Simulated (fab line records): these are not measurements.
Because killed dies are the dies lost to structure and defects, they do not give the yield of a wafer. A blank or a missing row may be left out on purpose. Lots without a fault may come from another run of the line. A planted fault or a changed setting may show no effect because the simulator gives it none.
Which tool did it? -- flow sky130 -- 15 lots, 45 wafers sampled, at 4 steps of a route of 708

## WHAT THE GAUGES SHOWED, per wafer
SKY_NWELL_OVL_MEAS_10. Usual: for NWELL_00_OVL the level is -1.9 nm and the standard deviation is 1.4.
lot,measured,on,NWELL_00_OVL (nm),flag
L886,day 4 13:39,overlay-01,-2.0 -2.0 -1.6,
L888,day 4 22:10,overlay-01,-1.8 0.1 -0.4,
L889,day 5 05:58,overlay-01,-1.1 0.1 -2.3,
L891,day 6 06:59,overlay-01,-1.2 -0.8 -0.8,
L892,day 6 07:31,overlay-02,-1.5 1.0 0.8,
L894,day 6 15:17,overlay-02,-2.5 -1.8 -2.7,
L896,day 7 05:59,overlay-02,-1.1 -0.5 -2.1,
L897,day 7 12:56,overlay-01,-1.2 -3.2 -2.9,
L898,day 7 18:36,overlay-01,-2.2 -1.9 -2.6,
L899,day 7 21:17,overlay-01,-4.3 -4.4 -3.5,
L905,day 9 07:08,overlay-01,-4.4 -1.8 -4.4,
L906,day 9 15:09,overlay-02,-0.6 -1.4 -1.2,
L907,day 10 00:44,overlay-01,-2.3 -3.8 -5.1,
L908,day 10 04:49,overlay-02,-0.3 -2.4 -1.6,
L909,day 10 05:27,overlay-02,1.3 -0.8 -1.5,

SKY_LDD_N_TW_MEAS_17. Usual: for LDD_N_TW the level is 2611 and the standard deviation is 11.
lot,measured,on,LDD_N_TW,flag
L886,day 19 05:22,film_metro-03,2604 2606 2598,
L888,day 19 05:32,film_metro-02,2618 2601 2607,
L889,day 19 08:23,film_metro-04,2626 2625 2639,
L891,day 20 10:53,film_metro-04,2622 2619 2622,
L892,day 20 15:19,film_metro-02,2603 2585 2596,
L894,day 20 19:23,film_metro-04,2614 2627 2619,
L896,day 22 01:40,film_metro-04,2607 2612 2615,
L897,day 22 03:53,film_metro-02,2604 2611 2617,
L898,day 22 15:03,film_metro-04,2604 2611 2611,
L899,day 22 19:08,film_metro-03,2612 2611 2613,
L908,day 25 23:38,film_metro-02,2615 2591 2610,
L909,day 25 22:04,film_metro-02,2625 2626 2614,

SKY_LDD_P_OVL_MEAS_08. Usual: for LDD_P_OVL the level is -0.1 nm and the standard deviation is 1.5.
lot,measured,on,LDD_P_OVL (nm),flag
L886,day 20 11:51,overlay-01,-2.0 -1.6 -1.8,
L888,day 20 12:05,overlay-02,0.3 -0.1 1.0,
L889,day 20 14:29,overlay-01,0.3 -0.6 0.2,
L891,day 21 17:43,overlay-02,1.9 2.6 2.9,
L892,day 21 22:56,overlay-01,-2.6 -0.8 -0.4,
L894,day 22 02:57,overlay-02,0.1 0.5 1.9,
L896,day 23 08:07,overlay-01,1.2 2.3 0.5,
L897,day 23 10:01,overlay-01,-2.1 -1.9 -0.1,
L898,day 23 21:04,overlay-02,2.1 1.6 -0.8,
L899,day 24 00:52,overlay-01,-0.2 0.3 -0.5,
L908,day 27 04:52,overlay-02,2.3 0.8 2.9,
L909,day 27 03:19,overlay-02,-0.6 -0.5 -0.2,

## TOOL THAT RAN EACH LOT (tool first, then ch and the chambers of the sampled wafers, then the start)
lot,SKY_POLY_GATE_CVD_03
L886,"lpcvd-02 ch 0, day 16 12:29"
L888,"lpcvd-02 ch 0, day 16 12:29"
L889,"lpcvd-02 ch 0, day 16 15:38"
L891,"lpcvd-02 ch 1, day 17 17:19"
L892,"lpcvd-02 ch 1, day 17 21:31"
L894,"lpcvd-02 ch 1, day 18 01:11"
L896,"lpcvd-02 ch 1, day 19 07:06"
L897,"lpcvd-02 ch 0, day 19 10:01"
L898,"lpcvd-02 ch 1, day 19 20:28"
L899,"lpcvd-02 ch 0, day 20 01:31"
L905,"lpcvd-02 ch 1, day 22 01:10"
L906,"lpcvd-02 ch 0, day 22 13:28"
L907,"lpcvd-02 ch 1, day 23 03:13"
L908,"lpcvd-02 ch 0, day 23 08:55"
L909,"lpcvd-02 ch 1, day 23 06:31"
- SKY_POLY_GATE_CVD_03: deposits Si3N4 from DCS/NH3, target thk 75 nm, time 1290 s.

## WHAT THE TOOLS THEMSELVES READ (means of the sampled wafers that have a number; where no wafer has one, the mark that the record gives instead)
SKY_POLY_GATE_CVD_03. Usual: pressure_mtorr 249.8 mTorr, standard deviation 0.46; spike_tc_bottom_C 790.9 C, standard deviation 1.1; spike_tc_top_C 787 C, standard deviation 5.5.
lot,tool,pressure_mtorr (mTorr),spike_tc_bottom_C (C),spike_tc_top_C (C),flag
L886,lpcvd-02,249.5,790.5,780,
L888,lpcvd-02,249.4,790.3,781,
L889,lpcvd-02,249.8,791.0,781,
L891,lpcvd-02,249.4,792.9,792,
L892,lpcvd-02,249.7,790.8,791,
L894,lpcvd-02,249.5,790.8,792,
L896,lpcvd-02,249.2,790.3,792,
L897,lpcvd-02,249.9,791.7,780,
L898,lpcvd-02,249.9,790.3,791,
L899,lpcvd-02,249.2,791.9,782,
L905,lpcvd-02,-,-,-,OFF
L906,lpcvd-02,-,-,-,OFF
L907,lpcvd-02,-,-,-,OFF
L908,lpcvd-02,250.0,790.0,781,
L909,lpcvd-02,250.2,790.4,791,

## THE ANSWER, worked out from the rows above alone
Rule: a lot counts as off when the mean over its wafers that have a number is more than 3 standard deviations away from the usual mean. Also off: a lot with no number at a reading for which 4 or more lots have one. All remaining lots with rows at the step are treated as sound. First the gauges in route order, then the tools' own readings, where a lot's mean is used as printed above. At the first step where some lot is off, the reading lying furthest off is the one used; lots without a number count as furthest.
Off: L905, L906, L907, at SKY_POLY_GATE_CVD_03 (pressure_mtorr). Without a number there: L905, L906, L907.
A tool fits if, at that step or a process step before it, it ran every lot that is off, and no sound lot after the first of them. Not one of the candidates tried fits.

## WHAT THE SIMULATOR PUT IN
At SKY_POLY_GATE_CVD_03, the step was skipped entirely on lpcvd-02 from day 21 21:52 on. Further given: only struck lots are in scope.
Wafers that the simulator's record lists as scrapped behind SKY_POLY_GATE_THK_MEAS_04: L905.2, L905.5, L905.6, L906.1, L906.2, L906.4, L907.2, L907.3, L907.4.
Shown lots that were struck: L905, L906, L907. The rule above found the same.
